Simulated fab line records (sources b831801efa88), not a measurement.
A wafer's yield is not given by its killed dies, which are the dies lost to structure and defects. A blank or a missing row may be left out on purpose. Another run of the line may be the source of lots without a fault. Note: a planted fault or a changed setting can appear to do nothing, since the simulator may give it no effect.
fab line records	flow sfq-line
[record] lots = 7	wafers = 21	last-day = 85
route steps=325 shown L0V@27 M0@28 I0@43
lots that met no fault: taken from a fault-free run of the same line
start-h: the number of hours between the record's first day and the start of the first shown wafer of the lot	wait-h: hours since the lot's step before	" same as the row above	L1.1+2: a row that stands for several wafers	- either no value or no given start	* or withheld: withheld	< > ~ a bound
route shown NAME@n: names a module that has steps shown in the file, with the first one's number in the route	usual: mean and standard deviation over wafers with no fault	same: alike in all rows	chamber/n: place in a boat	sites: the reading at each site	_std_site: standard deviation across them	_edge_site: inner sites' mean taken away from outer sites' mean	radius-mm: how far each site lies from the wafer's centre	mask NAME#n: copy n	behind: tool/chamber where the wafer was last shaped	hold: the reason the lot was held/the length of the hold in hours/how it ended	device: names the non-switching transistor (n, p or np)	end of line: the route-end tests of the same wafers	step lacking rows: just its recipe	killed: the dies lost at the first sort to structure and to defects; this is not the yield of the wafer	map: shows each die of a wafer: x if killed, . if not, _ if none is there
set.NAME: the setting the step ran with; set.NAME@STEP: the setting that earlier step ran with	model.NAME: the simulator's own value behind a step, which no gauge read
lots at selected steps of the route; one table per step, one row per wafer
services: the hour from which a tool's chamber was out of use, counted from the record's first day as start-h (under 0 if before that day), plus the number of hours and why
[[steps]]
[step SFQ_TRILAYER_L0_VIA_STRIP_SOLV_CLEAN_018]
[recipe] chemistry = NMP	temp-c = 70	time-s = 600
[step SFQ_TRILAYER_M0_DEP_PRE_CLEAN_020]
[recipe] gas = Ar	time-s = 15	bias-v = 250
[step SFQ_TRILAYER_M0_DEP_SPUTTER_019]
[recipe] material = Nb	base-pressure-pa = 1.33e-06	chamber-pressure-pa = 0.1333	substrate-temp-c = 20	resputter-cathode-voltage-v = 400	target-thk-nm = 200	power-w = 2000	time-s = 137.7
[usual] throttle-valve-pct = 30.4/1.2
lot.wafer	tool	chamber	start-h	wait-h	throttle-valve-pct
L467.3	pvd-sputter-03	-	153.05	0.0	29.5
L467.4	"	-	"	"	29.4
L467.5	"	-	"	"	32.4
L481.1	pvd-sputter-05	-	238.14	0.0	30.8
L481.3	"	-	"	"	28.6
L481.4	"	-	"	"	30.6
L482.2	pvd-sputter-03	-	246.54	0.0	31.1
L482.3	"	-	"	"	29.6
L482.5	"	-	"	"	32.2
L483.1	pvd-sputter-05	-	258.54	0.0	30.9
L483.2	"	-	"	"	28.9
L483.5	"	-	"	"	30.6
L487.1	pvd-sputter-05	-	289.87	0.0	30.5
L487.4	"	-	"	"	28.5
L487.5	"	-	"	"	30.7
L489.1	pvd-sputter-05	-	305.49	0.0	28.4
L489.2	"	-	"	"	30.6
L489.3	"	-	"	"	30.6
L490.2	pvd-sputter-04	-	313.87	0.0	28.6
L490.3	"	-	"	"	32.0
L490.4	"	-	"	"	32.1
[step SFQ_M0_RS_MEAS_904]
[recipe] thk-meas-gauge = four-point-probe	reads = Nb_of_TRILAYER_M0_DEP_SPUTTER_019
[usual] M0_NB_RS = 0.863/0.0096
lot.wafer	tool	chamber	start-h	wait-h	M0_NB_RS[ohm/sq]
L467.3	film-metro-03	-	153.18	0.1	0.866
L467.4	"	-	"	"	0.845
L467.5	"	-	"	"	0.852
L481.1	film-metro-01	-	238.24	0.0	0.857
L481.3	"	-	"	"	0.867
L481.4	"	-	"	"	0.875
L482.2	film-metro-01	-	246.66	0.1	0.856
L482.3	"	-	"	"	0.874
L482.5	"	-	"	"	0.867
L483.1	film-metro-02	-	258.64	0.0	0.864
L483.2	"	-	"	"	0.856
L483.5	"	-	"	"	0.854
L487.1	film-metro-01	-	289.96	0.0	0.867
L487.4	"	-	"	"	0.868
L487.5	"	-	"	"	0.874
L489.1	film-metro-03	-	305.58	0.0	0.858
L489.2	"	-	"	"	0.850
L489.3	"	-	"	"	0.852
L490.2	film-metro-03	-	313.98	0.1	0.844
L490.3	"	-	"	"	0.851
L490.4	"	-	"	"	0.844
[step SFQ_TRILAYER_M0_LITHO_COAT_026]
[recipe] resist = BARC	spin-rpm = 3000	resist-thk-nm = 62
[step SFQ_TRILAYER_M0_LITHO_COAT_021]
[recipe] resist = KrF	spin-rpm = 3000	resist-thk-nm = 600
[step SFQ_TRILAYER_M0_LITHO_SOFTBAKE_025]
[recipe] temp-c = withheld	time-s = withheld	resist = KrF
[step SFQ_TRILAYER_M0_LITHO_EXPOSE_022]
[recipe] mask-id = M0	na = 0.6	source-shape = conventional	sigma-outer = 0.65	target-cd-nm = 500	dose-mj = 14.4
[step SFQ_TRILAYER_M0_LITHO_PEB_024]
[recipe] peb-temp-c = 115	peb-time-s = 60	resist = KrF
[step SFQ_TRILAYER_M0_LITHO_DEVELOP_023]
[recipe] time-s = 60	resist = KrF
[step SFQ_M0_OVL_MEAS_906]
[usual] M0_OVL = -1/5.2
lot.wafer	tool	chamber	start-h	wait-h	M0_OVL[nm]
L467.3	overlay-02	-	232.43	0.1	-3
L467.4	"	-	"	"	-1
L467.5	"	-	"	"	-5
L481.1	overlay-01	-	362.46	0.1	-5
L481.3	"	-	"	"	2
L481.4	"	-	"	"	4
L482.2	overlay-02	-	370.87	0.1	2
L482.3	"	-	"	"	-4
L482.5	"	-	"	"	-4
L483.1	overlay-01	-	384.06	0.1	1
L483.2	"	-	"	"	0
L483.5	"	-	"	"	4
L487.1	overlay-01	-	416.59	0.1	8
L487.4	"	-	"	"	-1
L487.5	"	-	"	"	1
L489.1	overlay-01	-	434.59	0.1	3
L489.2	"	-	"	"	-1
L489.3	"	-	"	"	3
L490.2	overlay-01	-	445.39	0.1	-1
L490.3	"	-	"	"	-7
L490.4	"	-	"	"	4
[step SFQ_TRILAYER_M0_BARC_OPEN_METAL_ETCH_031]
[recipe] mask-material = PR	chemistry = O2	target-depth-nm = 125	target = BARC	icp-w = 600	bias-w = 80	pressure-mtorr = 10	time-s = 41.7
[usual] bias-w = 79.99/0.23	chamber-pressure-mTorr = 10.001/0.0089	drypump-motor-current-A = 6.0/0.42	oes-product-au = 0.685/0.005
lot.wafer	tool	chamber	start-h	wait-h	bias-w	chamber-pressure-mTorr	drypump-motor-current-A	oes-product-au	rf-hours-counter-h	model.KrF_of_TRILAYER_M0_LITHO_COAT_021.thk-nm
L467.3	rie-metal-02	1	232.48	0.0	80.21	9.998	5.4	0.675	-	524
L467.4	"	0	"	"	79.66	10.008	6.7	0.686	-	521.2
L467.5	"	1	"	"	79.90	9.996	5.4	0.677	-	523
L481.1	rie-metal-04	0	362.50	0.0	-	-	-	-	-	572.7
L481.3	"	0	"	"	-	-	-	-	-	573.9
L481.4	"	1	"	"	-	-	-	-	-	575
L482.2	rie-metal-02	0	370.92	0.0	-	-	-	-	-	575.5
L482.3	"	0	"	"	-	-	-	-	-	574.8
L482.5	"	0	"	"	-	-	-	-	-	573.2
L483.1	rie-metal-01	0	384.10	0.0	-	-	-	-	-	578
L483.2	"	1	"	"	-	-	-	-	-	576
L483.5	"	0	"	"	-	-	-	-	-	577.1
L487.1	rie-metal-04	1	416.62	0.0	80.39	9.990	5.5	0.685	127	525.9
L487.4	"	0	"	"	79.88	9.995	5.8	0.673	-	524.2
L487.5	"	1	"	"	80.08	10.020	5.5	0.680	-	524.1
L489.1	rie-metal-01	0	434.62	0.0	80.04	10.009	5.9	0.682	13	522.4
L489.2	"	1	"	"	80.38	9.981	6.1	0.683	95	523.1
L489.3	"	0	"	"	79.62	10.013	5.9	0.682	-	524.2
L490.2	rie-metal-02	0	445.42	0.0	80.17	10.000	6.7	0.686	21	525.5
L490.3	"	1	"	"	80.59	10.001	5.4	0.690	-	525.7
L490.4	"	0	"	"	79.99	9.995	6.7	0.686	-	524
[step SFQ_TRILAYER_M0_ETCH_METAL_ETCH_024]
[recipe] target = Nb	stop-on = SiO2	mask-material = PR	chemistry = Cl2/Ar	target-depth-nm = 240	icp-w = 600	bias-w = 80	pressure-mtorr = 10	time-s = 120
[usual] bias-w = 79.99/0.22	chamber-pressure-mTorr = 10.000/0.0089	drypump-motor-current-A = 6.0/0.42	oes-product-au = 0.911/0.0074
lot.wafer	tool	chamber	start-h	wait-h	bias-w	chamber-pressure-mTorr	drypump-motor-current-A	oes-product-au	rf-hours-counter-h	model.KrF_of_TRILAYER_M0_LITHO_COAT_021.thk-nm
L467.3	rie-metal-02	1	232.56	0.1	80.16	10.001	5.4	0.911	-	384.3
L467.4	"	0	"	"	79.82	9.997	6.7	0.925	-	381.9
L467.5	"	1	"	"	79.96	9.993	5.4	0.912	-	382.6
L481.1	rie-metal-04	0	362.56	0.0	79.96	9.990	5.8	0.374	155	434.3
L481.3	"	0	"	"	79.99	9.992	5.8	0.380	-	434.7
L481.4	"	1	"	"	80.06	10.000	5.5	0.369	-	433.9
L482.2	rie-metal-02	0	371.06	0.1	80.21	9.987	6.7	0.377	-	437.8
L482.3	"	0	"	"	79.92	9.996	6.7	0.374	-	437.5
L482.5	"	0	"	"	80.06	9.997	6.7	0.380	-	436.4
L483.1	rie-metal-01	0	384.16	0.0	80.12	9.994	5.9	0.379	4	439.4
L483.2	"	1	"	"	80.06	9.994	6.1	0.376	87	436.8
L483.5	"	0	"	"	80.20	10.013	5.9	0.369	-	438
L487.1	rie-metal-04	1	416.68	0.0	79.94	10.003	5.5	0.911	128	387.3
L487.4	"	0	"	"	80.28	9.994	5.8	0.913	-	386.1
L487.5	"	1	"	"	79.90	10.017	5.5	0.913	-	384.2
L489.1	rie-metal-01	0	434.68	0.0	79.99	9.993	5.9	0.912	13	383.5
L489.2	"	1	"	"	79.75	10.002	6.2	0.920	95	383.6
L489.3	"	0	"	"	79.83	10.007	6.0	0.920	-	386.2
L490.2	rie-metal-02	0	445.48	0.0	79.73	9.994	6.7	0.921	21	386
L490.3	"	1	"	"	79.89	9.992	5.4	0.909	-	385.3
L490.4	"	0	"	"	80.02	10.017	6.7	0.926	-	383.9
[step SFQ_TRILAYER_M0_STRIP_STRIP_025]
[recipe] gas = O2	power-w = 200	platen-temp-c = 40	overash-fraction = 0.65	chemistry = O2	pressure-mtorr = 50
[usual] drypump-motor-current-A = 6.0/0.41	oes-product-au = 0.994/0.008
lot.wafer	tool	chamber	start-h	wait-h	drypump-motor-current-A	oes-product-au	rf-hours-counter-h
L467.3	rie-metal-02	1	232.84	0.2	5.4	0.990	-
L467.4	"	0	"	"	6.7	0.994	-
L467.5	"	1	"	"	5.4	0.989	-
L481.1	rie-metal-04	0	362.68	0.1	5.8	0.998	155
L481.3	"	0	"	"	5.8	0.987	-
L481.4	"	1	"	"	5.5	0.993	-
L482.2	rie-metal-02	0	371.47	0.4	6.7	0.991	-
L482.3	"	0	"	"	6.7	0.986	-
L482.5	"	0	"	"	6.7	0.982	-
L483.1	rie-metal-01	0	384.28	0.1	5.9	0.998	4
L483.2	"	1	"	"	6.2	0.997	87
L483.5	"	0	"	"	5.9	0.998	-
L487.1	rie-metal-04	1	416.81	0.1	5.5	0.989	128
L487.4	"	0	"	"	5.8	0.974	-
L487.5	"	1	"	"	5.5	0.990	-
L489.1	rie-metal-01	0	434.81	0.1	6.0	0.983	13
L489.2	"	1	"	"	6.2	1.000	95
L489.3	"	0	"	"	5.9	0.989	-
L490.2	rie-metal-02	0	445.61	0.1	6.7	0.996	21
L490.3	"	1	"	"	5.4	0.992	-
L490.4	"	0	"	"	6.7	0.989	-
[step SFQ_TRILAYER_M0_STRIP_SOLV_CLEAN_026]
[recipe] chemistry = NMP	temp-c = 70	time-s = 600
[step SFQ_TRILAYER_I0_DEP_PECVD_027]
[recipe] material = SiO2	temp-c = 150	time-s = 111.11	pressure-torr = 2.4	rf-w = 183.3	precursor = SiH4/N2O	target-thk-nm = 500
[usual] heater-power-w = 84/16	showerhead-vpp-V = 835/39	throttle-valve-pct = 24.1/0.92
lot.wafer	tool	chamber	start-h	wait-h	heater-power-w	showerhead-vpp-V	throttle-valve-pct
L467.3	pecvd-04	2	233.42	0.0	103	834	23.9
L467.4	"	2	"	"	105	812	24.0
L467.5	"	1	"	"	60	815	24.8
L481.1	pecvd-01	1	363.46	0.0	75	845	21.6
L481.3	"	2	"	"	68	898	24.5
L481.4	"	1	"	"	77	864	21.8
L482.2	pecvd-04	1	372.64	0.0	73	803	25.2
L482.3	"	0	"	"	78	894	23.6
L482.5	"	2	"	"	110	822	24.7
L483.1	pecvd-01	2	385.06	0.0	71	869	24.2
L483.2	"	1	"	"	80	849	22.2
L483.5	"	0	"	"	83	817	26.0
L487.1	pecvd-03	0	417.58	0.0	82	779	24.3
L487.4	"	0	"	"	81	773	23.9
L487.5	"	1	"	"	73	794	23.5
L489.1	pecvd-03	2	435.58	0.0	111	870	24.2
L489.2	"	0	"	"	81	776	24.0
L489.3	"	1	"	"	70	811	23.6
L490.2	pecvd-04	1	446.38	0.0	69	816	25.4
L490.3	"	2	"	"	105	837	24.9
L490.4	"	1	"	"	72	804	25.6
[step SFQ_TRILAYER_I0_CMP_CMP_028]
[recipe] material = SiO2	down-force-psi = 3	platen-rpm = 60	pad-velocity-m-s = 0.94248
[usual] edge-zone-pressure-frac = 1.000/0.0044	motor-current-A = 10.0/0.79	platen-rpm = 60.00/0.041	time-to-endpoint-s = 212/7.9
lot.wafer	tool	chamber	start-h	wait-h	edge-zone-pressure-frac	motor-current-A	platen-rpm	time-to-endpoint-s
L467.3	cmp-02	3	234.54	1.1	0.999	10.8	60.02	207
L467.4	"	0	"	"	1.000	10.6	60.03	219
L467.5	"	2	236.04	2.5	1.007	8.6	59.99	214
L481.1	cmp-01	1	367.50	4.0	1.006	10.2	60.04	193
L481.4	"	2	"	"	1.004	10.8	60.01	199
L481.3	"	3	"	"	1.002	9.5	59.94	206
L482.3	cmp-01	1	379.50	6.8	1.003	11.0	59.97	197
L482.2	"	3	380.50	7.8	0.997	9.4	59.94	208
L482.5	"	1	381.50	8.8	1.001	10.7	60.00	209
L483.1	cmp-02	3	390.21	5.1	1.007	10.1	60.01	203
L483.2	"	0	"	"	0.997	10.4	60.02	208
L483.5	"	0	392.71	7.6	1.005	10.3	60.06	221
L487.1	cmp-01	1	418.16	0.5	0.999	10.2	59.99	202
L487.4	"	3	419.16	1.5	1.000	9.9	60.03	223
L487.5	"	0	"	"	0.997	10.5	60.02	211
L489.3	cmp-02	3	436.85	1.2	1.001	9.9	60.05	206
L489.2	"	0	"	"	0.994	10.6	60.00	210
L489.1	"	1	"	"	1.007	9.0	60.05	214
L490.3	cmp-01	2	446.48	0.1	1.002	11.1	60.01	216
L490.2	"	3	"	"	1.002	10.3	59.97	218
L490.4	"	1	447.98	1.5	0.997	10.7	59.97	214
[step SFQ_I0_BOW_MEAS_907]
[recipe] mode = bow
[usual] I0_BOW = 1/7
lot.wafer	tool	chamber	start-h	wait-h	I0_BOW[um]
L467.3	film-metro-03	-	236.58	1.5	-4
L467.4	"	-	"	"	-5
L467.5	"	-	"	"	-6
L481.1	film-metro-04	-	370.00	2.0	-5
L481.3	"	-	"	"	-8
L481.4	"	-	"	"	8
L482.2	film-metro-04	-	382.02	1.0	6
L482.3	"	-	"	"	8
L482.5	"	-	"	"	1
L483.1	film-metro-04	-	393.21	2.5	4
L483.2	"	-	"	"	3
L483.5	"	-	"	"	7
L487.1	film-metro-01	-	420.66	2.0	-5
L487.4	"	-	"	"	2
L487.5	"	-	"	"	12
L489.1	film-metro-01	-	439.35	1.0	-2
L489.2	"	-	"	"	5
L489.3	"	-	"	"	-3
L490.2	film-metro-03	-	449.50	2.0	0
L490.3	"	-	"	"	-9
L490.4	"	-	"	"	-1
[step SFQ_TRILAYER_I0_METRO_MEASURE_029]
[step SFQ_TRILAYER_I0_VIA_LITHO_COAT_036]
[recipe] resist = BARC	spin-rpm = 3000	resist-thk-nm = 62
[step SFQ_TRILAYER_I0_VIA_LITHO_COAT_031]
[recipe] resist = KrF	spin-rpm = 3000	resist-thk-nm = 650
[step SFQ_TRILAYER_I0_VIA_LITHO_SOFTBAKE_035]
[recipe] temp-c = withheld	time-s = withheld	resist = KrF
[step SFQ_TRILAYER_I0_VIA_LITHO_EXPOSE_032]
[recipe] mask-id = I0	na = 0.6	source-shape = conventional	sigma-outer = 0.65	target-cd-nm = 500	dose-mj = 21.3
[usual] exposure-dose-mJ-cm2 = 21.295/0.021	focus-offset-nm = 0.0/0.58
lot.wafer	tool	chamber	start-h	wait-h	mask	exposure-dose-mJ-cm2	focus-offset-nm
L467.3	krf-scanner-01	0	360.16	-	I0#0	21.288	0.6
L467.4	"	0	"	"	I0#0	21.261	0.8
L467.5	"	0	"	"	I0#0	21.278	1.2
L481.1	krf-scanner-02	-	511.40	-	I0#0	-	-
L481.3	"	-	"	"	I0#0	-	-
L481.4	"	-	"	"	I0#0	-	-
L482.2	krf-scanner-02	-	512.80	-	I0#0	-	-
L482.3	"	-	"	"	I0#0	-	-
L482.5	"	-	"	"	I0#0	-	-
L483.1	krf-scanner-02	-	513.80	-	I0#0	-	-
L483.2	"	-	"	"	I0#0	-	-
L483.5	"	-	"	"	I0#0	-	-
L487.1	krf-scanner-02	0	518.60	-	I0#0	21.291	0.0
L487.4	"	0	"	"	I0#0	21.334	0.7
L487.5	"	0	"	"	I0#0	21.323	-0.1
L489.1	krf-scanner-02	0	521.00	-	I0#0	21.311	0.2
L489.2	"	0	"	"	I0#0	21.313	0.3
L489.3	"	0	"	"	I0#0	21.300	-0.3
L490.2	krf-scanner-02	0	522.40	-	I0#0	21.284	0.1
L490.3	"	0	"	"	I0#0	21.277	-0.5
L490.4	"	0	"	"	I0#0	21.274	-0.7
[step SFQ_TRILAYER_I0_VIA_LITHO_PEB_034]
[recipe] peb-temp-c = 115	peb-time-s = 60	resist = KrF
[step SFQ_TRILAYER_I0_VIA_LITHO_DEVELOP_033]
[recipe] time-s = 60	resist = KrF
[step SFQ_I0_OVL_MEAS_908]
[usual] I0_OVL = -4/5.1
lot.wafer	tool	chamber	start-h	wait-h	I0_OVL[nm]
L467.3	overlay-02	-	361.27	0.1	-7
L467.4	"	-	"	"	-13
L467.5	"	-	"	"	-13
L481.1	overlay-01	-	512.90	0.1	-
L481.3	"	-	"	"	-
L481.4	"	-	"	"	-
L482.2	overlay-01	-	514.10	0.1	-
L482.3	"	-	"	"	-
L482.5	"	-	"	"	-
L483.1	overlay-01	-	515.30	0.1	-
L483.2	"	-	"	"	-
L483.5	"	-	"	"	-
L487.1	overlay-01	-	520.10	0.1	-3
L487.4	"	-	"	"	6
L487.5	"	-	"	"	-2
L489.1	overlay-01	-	522.50	0.1	-6
L489.2	"	-	"	"	-5
L489.3	"	-	"	"	-3
L490.2	overlay-01	-	523.70	0.1	4
L490.3	"	-	"	"	1
L490.4	"	-	"	"	2
[step SFQ_TRILAYER_I0_VIA_BARC_OPEN_VIA_ETCH_046]
[recipe] mask-material = PR	chemistry = O2	target-depth-nm = 125	target = BARC	source-w = 500	bias-w = 80	pressure-mtorr = 30	time-s = 41.7
[step SFQ_TRILAYER_I0_VIA_ETCH_VIA_ETCH_034]
[recipe] target = SiO2	stop-on = Nb	mask-material = PR	taper-deg = 20	chemistry = CHF3	target-depth-nm = 260	source-w = 500	bias-w = 80	pressure-mtorr = 30	time-s = withheld
[usual] bias-w = 80.03/0.23	chamber-pressure-mTorr = 30.001/0.026	drypump-motor-current-A = 5.7/0.44	oes-product-au = 0.859/0.0052
lot.wafer	tool	chamber	start-h	wait-h	bias-w	chamber-pressure-mTorr	drypump-motor-current-A	oes-product-au
L467.3	rie-diel-04	0	361.34	0.0	79.98	29.992	6.0	0.861
L467.4	"	2	"	"	80.05	30.028	5.0	0.862
L467.5	"	1	"	"	79.85	29.954	6.2	0.857
L481.1	rie-diel-02	3	512.97	0.0	80.30	30.079	5.9	0.376
L481.3	"	1	"	"	79.90	29.990	5.7	0.368
L481.4	"	0	"	"	79.97	30.020	6.1	0.374
L482.2	rie-diel-04	1	514.17	0.0	80.10	30.020	6.2	0.379
L482.3	"	2	"	"	80.01	29.971	5.0	0.378
L482.5	"	2	"	"	80.18	30.020	5.0	0.380
L483.1	rie-diel-02	0	515.37	0.0	80.55	29.981	6.1	0.371
L483.2	"	3	"	"	79.98	29.960	5.9	0.372
L483.5	"	2	"	"	79.87	30.013	5.6	0.366
L487.1	rie-diel-04	2	520.17	0.0	80.03	29.978	5.0	0.861
L487.4	"	3	"	"	79.86	29.985	6.3	0.852
L487.5	"	1	"	"	80.33	30.036	6.2	0.861
L489.1	rie-diel-01	2	522.57	0.0	79.87	30.018	5.1	0.863
L489.2	"	0	"	"	80.07	30.019	5.7	0.860
L489.3	"	3	"	"	80.05	30.001	5.1	0.863
L490.2	rie-diel-04	3	523.77	0.0	79.88	29.990	6.3	0.856
L490.3	"	1	"	"	80.49	29.980	6.2	0.861
L490.4	"	3	"	"	79.60	30.023	6.3	0.861
[step SFQ_TRILAYER_I0_VIA_STRIP_STRIP_035]
[recipe] gas = O2	power-w = 200	platen-temp-c = 40	overash-fraction = 0.65	chemistry = O2	pressure-mtorr = 50
[usual] drypump-motor-current-A = 6.0/0.46	oes-product-au = 0.995/0.0073
lot.wafer	tool	chamber	start-h	wait-h	drypump-motor-current-A	oes-product-au	rf-hours-counter-h
L467.3	rie-metal-03	0	361.65	-	5.2	0.989	-
L467.4	"	1	"	"	6.0	0.986	-
L467.5	"	0	"	"	5.1	1.003	-
L481.1	rie-metal-03	0	513.09	-	5.1	1.003	99
L481.3	"	0	"	"	5.2	1.004	-
L481.4	"	1	"	"	6.0	1.000	-
L482.2	rie-metal-01	0	514.29	-	5.9	0.981	26
L482.3	"	1	"	"	6.1	0.997	-
L482.5	"	0	"	"	5.9	0.992	-
L483.1	rie-metal-02	1	515.49	-	5.4	0.995	22
L483.2	"	0	"	"	6.7	0.989	32
L483.5	"	0	"	"	6.7	0.985	-
L487.1	rie-metal-01	0	520.29	-	5.9	0.994	27
L487.4	"	1	"	"	6.2	1.006	-
L487.5	"	0	"	"	5.9	1.000	-
L489.1	rie-metal-02	0	522.69	-	6.7	0.989	34
L489.2	"	1	"	"	5.4	1.008	24
L489.3	"	0	"	"	6.7	0.997	-
L490.2	rie-metal-01	1	523.89	-	6.2	1.002	110
L490.3	"	1	"	"	6.2	0.988	-
L490.4	"	0	"	"	5.9	0.987	-
[[services]]
tool	chamber	start-h	hours	kind
pvd-sputter-05	-	133.64	4.9	repair
rie-metal-04	-	140.98	0.4	repair
rie-diel-04	-	142.95	0.4	repair
krf-scanner-02	-	149.37	0.4	repair
rie-metal-02	-	154.85	1.2	repair
krf-scanner-02	-	158.32	1.0	pm
rie-diel-04	0	166.39	8.1	repair
krf-scanner-02	-	172.52	1.3	pm
krf-scanner-02	-	209.20	0.6	repair
krf-scanner-02	-	221.82	0.8	pm
rie-metal-04	-	233.25	14.6	pm
rie-metal-04	-	251.83	2.8	pm
rie-metal-04	1	311.74	8.6	repair
krf-scanner-02	-	315.05	3.6	pm
krf-scanner-02	-	327.00	1.0	pm
krf-scanner-02	-	348.84	1.3	pm
krf-scanner-02	-	365.63	0.3	repair
krf-scanner-02	-	380.05	1.3	repair
krf-scanner-02	-	389.49	0.8	pm
rie-metal-04	-	404.26	1.4	pm
krf-scanner-02	-	470.29	4.0	pm
krf-scanner-02	-	480.06	4.4	pm
krf-scanner-02	-	484.92	0.4	repair
krf-scanner-02	-	496.00	1.0	pm
[[key]]
[first-sign] step = SFQ_TRILAYER_M0_BARC_OPEN_METAL_ETCH_031	reading = tool-record	direction = missing
[effect] step = SFQ_TRILAYER_M0_ETCH_METAL_ETCH_024	reading = oes-product-au	direction = down	sigmas = 72	usual = 0.911	struck = 0.375
[effect] step = SFQ_TRILAYER_I0_VIA_LITHO_EXPOSE_032	reading = tool-record	direction = missing
[effect] step = SFQ_I0_OVL_MEAS_908	reading = I0_OVL	direction = missing
[effect] step = SFQ_TRILAYER_I0_VIA_ETCH_VIA_ETCH_034	reading = oes-product-au	direction = down	sigmas = 94	usual = 0.859	struck = 0.374
[model-effect] step = SFQ_TRILAYER_M0_BARC_OPEN_METAL_ETCH_031	value = KrF_of_TRILAYER_M0_LITHO_COAT_021.thk-nm	without = 524.3	struck = 575.1
[model-effect] step = SFQ_TRILAYER_M0_ETCH_METAL_ETCH_024	value = KrF_of_TRILAYER_M0_LITHO_COAT_021.thk-nm	without = 385.7	struck = 436.5
met-at SFQ_TRILAYER_M0_BARC_OPEN_METAL_ETCH_031
struck-wafers L481.1,L481.3,L481.4,L482.2,L482.3,L482.5,L483.1,L483.2,L483.5
onset-between 232.48 362.50
[fault] kind = skipped-step-whole	tool = rie-metal-01,rie-metal-02,rie-metal-04	chamber = -	onset-h = 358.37	steps = SFQ_TRILAYER_M0_BARC_OPEN_METAL_ETCH_031	scope = struck-lots-only
